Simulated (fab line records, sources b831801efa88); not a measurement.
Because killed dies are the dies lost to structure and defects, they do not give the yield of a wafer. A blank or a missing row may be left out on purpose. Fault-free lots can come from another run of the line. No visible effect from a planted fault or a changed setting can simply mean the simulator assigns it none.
fab line records    flow sky130
[record] lots = 15  wafers = 45  last-day = 50
route steps=708 shown SD_P@327 SD_N@354 RES_XHIGH@360 LI_CONTACT@362
lots untouched by any fault: they come from a run of this same line in which no faults occurred
start-h: hours from the record's opening day to when the first of the lot's shown wafers began    wait-h: how many hours have passed since the lot's step before this one    " unchanged from the row above    L1.1+2: a row that stands for several wafers    - no value present, or no start provided    * or withheld: withheld    < > ~ a bound
route shown NAME@n: NAME is a module with steps in the file, n the number in the route of the first one    usual: average and standard deviation across the fault-free wafers    same: alike in all rows    chamber/n: place in a boat    sites: the reading at each site    _std_site: how widely they spread, as a standard deviation    _edge_site: the outer-site mean with the inner-site mean subtracted    radius-mm: for every site, how far away it sits from the centre of the wafer    mask NAME#n: copy n    behind: the tool/chamber that last shaped the wafer    hold: why the lot was held/for how many hours/how that ended    device: names the non-switching transistor (n, p or np)    end of line: the tests these same wafers got at the end of their route    a step without rows: its recipe alone    killed: dies lost to structure and defects at the first sort, not the wafer's yield    map: the dies of a wafer, with x for killed, . for not killed, _ for no die there
set.NAME: the setting the step ran with; set.NAME@STEP: the setting that earlier step ran with    model.NAME: the simulator's own value behind a step, which no gauge read
the route's steps for a sample of lots (tables are steps, rows are wafers)
services: from which hour (start-h, from the record's first day; less than 0 if before it) a tool's chamber was out of use, for how many hours, and why
[[steps]]
[step SKY_SD_P_CD_MEAS_07]
[recipe] target-cd-nm = 380
[usual] cd-nm = 380.1/2.5
lot.wafer  tool       chamber  start-h  wait-h  cd-nm
L612.2     cd-sem-02  -        589.08   0.1     381.0
L612.4     "          -        "        "       381.8
L612.5     "          -        "        "       379.2
L614.2     cd-sem-02  -        600.46   0.1     381.4
L614.4     "          -        "        "       384.1
L614.5     "          -        "        "       381.9
L615.2     cd-sem-01  -        611.05   0.1     378.6
L615.3     "          -        "        "       381.2
L615.5     "          -        "        "       380.4
L616.2     cd-sem-02  -        624.36   0.1     378.9
L616.4     "          -        "        "       377.4
L616.6     "          -        "        "       377.5
L617.1     cd-sem-02  -        624.58   0.1     378.6
L617.3     "          -        "        "       378.2
L617.6     "          -        "        "       378.4
L618.1     cd-sem-01  -        638.08   0.1     379.2
L618.2     "          -        "        "       381.0
L618.5     "          -        "        "       380.8
L620.1     cd-sem-01  -        667.58   0.1     380.8
L620.4     "          -        "        "       379.7
L620.6     "          -        "        "       378.7
L626.1     cd-sem-02  -        715.73   0.1     382.9
L626.5     "          -        "        "       383.2
L626.6     "          -        "        "       381.8
L625.2     cd-sem-01  -        716.21   0.1     383.3
L625.4     "          -        "        "       384.4
L625.5     "          -        "        "       384.7
L629.1     cd-sem-01  -        741.95   0.2     373.5
L629.3     "          -        "        "       374.6
L629.4     "          -        "        "       374.3
L628.1     cd-sem-02  -        742.21   0.1     378.3
L628.4     "          -        "        "       376.1
L628.6     "          -        "        "       378.2
L631.1     cd-sem-02  -        750.68   0.1     381.9
L631.3     "          -        "        "       381.8
L631.5     "          -        "        "       379.4
L630.3     cd-sem-02  -        753.50   0.1     378.4
L630.4     "          -        "        "       379.1
L630.5     "          -        "        "       379.1
L633.3     cd-sem-02  -        761.37   0.1     383.7
L633.4     "          -        "        "       383.9
L633.5     "          -        "        "       383.4
L634.2     cd-sem-02  -        773.10   0.1     380.9
L634.3     "          -        "        "       381.2
L634.4     "          -        "        "       379.9
[step SKY_SD_N_TW_MEAS_12]
[usual] SD_N_TW = 3975/24
lot.wafer  tool           chamber  start-h  wait-h  SD_N_TW
L612.2     film-metro-01  -        647.54   0.1     4009
L612.4     "              -        "        "       3981
L612.5     "              -        "        "       3999
L614.2     film-metro-01  -        659.14   0.1     4018
L614.4     "              -        "        "       4004
L614.5     "              -        "        "       4007
L615.2     film-metro-01  -        670.12   0.1     3984
L615.3     "              -        "        "       4005
L615.5     "              -        "        "       4013
L616.2     film-metro-02  -        682.74   0.1     3964
L616.4     "              -        "        "       3999
L616.6     "              -        "        "       3979
L617.1     film-metro-01  -        682.86   0.1     3988
L617.3     "              -        "        "       3982
L617.6     "              -        "        "       4007
L618.1     film-metro-01  -        695.25   0.1     4000
L618.2     "              -        "        "       3967
L618.5     "              -        "        "       3991
L620.1     film-metro-02  -        723.61   0.1     3969
L620.4     "              -        "        "       3955
L620.6     "              -        "        "       3982
L626.1     film-metro-04  -        771.53   0.1     3949
L626.5     "              -        "        "       3955
L626.6     "              -        "        "       3968
L625.2     film-metro-04  -        772.02   0.1     3946
L625.4     "              -        "        "       3945
L625.5     "              -        "        "       3971
L629.1     film-metro-02  -        796.11   0.1     4017
L629.3     "              -        "        "       3997
L629.4     "              -        "        "       3992
L628.1     film-metro-04  -        797.10   0.1     3955
L628.4     "              -        "        "       3935
L628.6     "              -        "        "       3954
L631.1     film-metro-04  -        803.95   0.1     3954
L631.3     "              -        "        "       3960
L631.5     "              -        "        "       3931
L630.3     film-metro-02  -        808.17   0.1     3978
L630.4     "              -        "        "       3987
L630.5     "              -        "        "       3983
L633.3     film-metro-04  -        815.00   0.1     3976
L633.4     "              -        "        "       3960
L633.5     "              -        "        "       3962
L634.2     film-metro-02  -        825.42   0.1     4008
L634.3     "              -        "        "       4005
L634.4     "              -        "        "       4011
[step SKY_SD_N_RS_MEAS_18]
[recipe] thk-meas-gauge = four-point-probe
[usual] RES_XHIGH_RS = 332.7/1.4
lot.wafer  tool           chamber  start-h  wait-h  RES_XHIGH_RS[ohm/sq]
L612.2     film-metro-01  -        648.08   0.1     332.2
L612.4     "              -        "        "       331.3
L612.5     "              -        "        "       333.4
L614.2     film-metro-01  -        659.68   0.1     334.2
L614.4     "              -        "        "       333.7
L614.5     "              -        "        "       333.7
L615.2     film-metro-02  -        670.66   0.1     333.6
L615.3     "              -        "        "       333.6
L615.5     "              -        "        "       332.8
L616.2     film-metro-02  -        683.28   0.1     333.3
L616.4     "              -        "        "       332.5
L616.6     "              -        "        "       334.5
L617.1     film-metro-04  -        683.39   0.1     333.6
L617.3     "              -        "        "       335.5
L617.6     "              -        "        "       334.9
L618.1     film-metro-04  -        695.84   0.1     330.8
L618.2     "              -        "        "       332.1
L618.5     "              -        "        "       331.9
L620.1     film-metro-01  -        724.14   0.1     333.1
L620.4     "              -        "        "       332.8
L620.6     "              -        "        "       332.1
L626.1     film-metro-02  -        772.12   0.1     331.7
L626.5     "              -        "        "       332.1
L626.6     "              -        "        "       332.4
L625.2     film-metro-01  -        772.56   0.1     330.0
L625.4     "              -        "        "       330.4
L625.5     "              -        "        "       331.2
L629.1     film-metro-01  -        796.64   0.1     332.7
L629.3     "              -        "        "       330.7
L629.4     "              -        "        "       330.9
L628.1     film-metro-01  -        797.62   0.1     334.0
L628.4     "              -        "        "       331.9
L628.6     "              -        "        "       332.1
L631.1     film-metro-01  -        804.47   0.1     333.5
L631.3     "              -        "        "       332.1
L631.5     "              -        "        "       332.3
L630.3     film-metro-02  -        808.71   0.1     333.2
L630.4     "              -        "        "       332.5
L630.5     "              -        "        "       332.2
L633.3     film-metro-02  -        815.55   0.1     335.2
L633.4     "              -        "        "       335.3
L633.5     "              -        "        "       335.0
L634.2     film-metro-01  -        825.96   0.1     332.5
L634.3     "              -        "        "       333.2
L634.4     "              -        "        "       332.6
[step SKY_LI_CONTACT_HDPCVD_00]
[recipe] material = PSG  target-thk-nm = 930  sigma-open-frac = 0.3  time-s = 155  temp-c = 600  sih4-flow-sccm = 60  pressure-mtorr = 6
[usual] pressure-mtorr = 6.000/0.013  run-length-s = 182.9/0.61
lot.wafer  tool       chamber  start-h  wait-h  pressure-mtorr  run-length-s
L612.2     hdpcvd-02  2        648.19   0.0     6.001           183.1
L612.4     "          0        "        "       5.997           182.9
L612.5     "          0        "        "       6.011           182.5
L614.2     hdpcvd-01  0        659.80   0.0     5.991           182.0
L614.4     "          0        "        "       6.002           182.9
L614.5     "          2        "        "       5.948           181.8
L615.2     hdpcvd-02  2        670.77   0.0     6.028           183.4
L615.3     "          0        "        "       5.986           183.1
L615.5     "          0        "        "       6.009           182.9
L616.2     hdpcvd-02  2        683.39   0.0     -               -
L616.4     "          2        "        "       -               -
L616.6     "          1        "        "       -               -
L617.1     hdpcvd-01  0        683.52   0.0     -               -
L617.3     "          1        "        "       -               -
L617.6     "          1        "        "       -               -
L618.1     hdpcvd-01  1        695.98   0.0     -               -
L618.2     "          0        "        "       -               -
L618.5     "          1        "        "       -               -
L620.1     hdpcvd-02  0        724.28   0.0     5.991           182.9
L620.4     "          2        "        "       6.009           183.0
L620.6     "          1        "        "       5.992           183.0
L626.1     hdpcvd-02  0        772.26   0.0     6.004           182.5
L626.5     "          2        "        "       5.987           183.2
L626.6     "          0        "        "       6.004           182.8
L625.2     hdpcvd-01  1        772.68   0.0     5.976           184.1
L625.4     "          2        "        "       5.996           182.5
L625.5     "          1        "        "       5.999           183.8
L629.1     hdpcvd-02  2        796.78   0.0     6.006           183.7
L629.3     "          0        "        "       6.026           183.2
L629.4     "          2        "        "       6.018           183.0
L628.1     hdpcvd-01  1        797.76   0.0     5.996           183.6
L628.4     "          0        "        "       6.019           182.1
L628.6     "          2        "        "       5.997           182.3
L631.1     hdpcvd-02  2        804.66   0.0     6.001           183.1
L631.3     "          0        "        "       5.980           182.9
L631.5     "          1        "        "       6.022           183.2
L630.3     hdpcvd-02  2        808.81   0.0     5.991           183.7
L630.4     "          2        "        "       5.991           183.1
L630.5     "          1        "        "       6.003           183.2
L633.3     hdpcvd-02  2        815.64   0.0     6.001           183.3
L633.4     "          1        "        "       6.016           183.0
L633.5     "          2        "        "       6.014           183.2
L634.2     hdpcvd-01  0        826.08   0.0     6.027           182.3
L634.3     "          1        "        "       6.011           183.4
L634.4     "          1        "        "       6.007           183.6
[[services]]
tool       chamber  start-h  hours  kind
hdpcvd-02  1        637.81   13.6   repair
hdpcvd-02  -        650.75   15.0   pm
hdpcvd-02  0        650.75   15.0   vent-cycle
hdpcvd-02  1        650.75   15.0   vent-cycle
hdpcvd-02  2        650.75   15.0   vent-cycle
hdpcvd-01  1        664.78   4.1    repair
hdpcvd-02  0        665.75   -      clean
hdpcvd-02  1        665.75   -      clean
hdpcvd-02  2        665.75   -      clean
hdpcvd-02  0        711.85   5.1    repair
hdpcvd-02  -        732.16   1.4    repair
hdpcvd-02  -        747.24   14.6   pm
hdpcvd-01  0        776.69   12.2   repair
[[key]]
[first-sign] step = SKY_LI_CONTACT_HDPCVD_00  reading = tool-record  direction = missing
effect none on later readings
met-at SKY_LI_CONTACT_HDPCVD_00
struck-lots L616,L617,L618
scrapped-behind SKY_LI_CONTACT_THK_MEAS_01 L616.2,L616.4,L616.6,L617.1,L617.3,L617.6,L618.1,L618.2,L618.5
not-acting-at SKY_SD_P_CD_MEAS_07,SKY_SD_N_TW_MEAS_12,SKY_SD_N_RS_MEAS_18
onset-between 670.77 683.39
[fault] kind = skipped-step-whole  tool = hdpcvd-01,hdpcvd-02  chamber = -  onset-h = 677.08  steps = SKY_LI_CONTACT_HDPCVD_00  scope = struck-lots-only
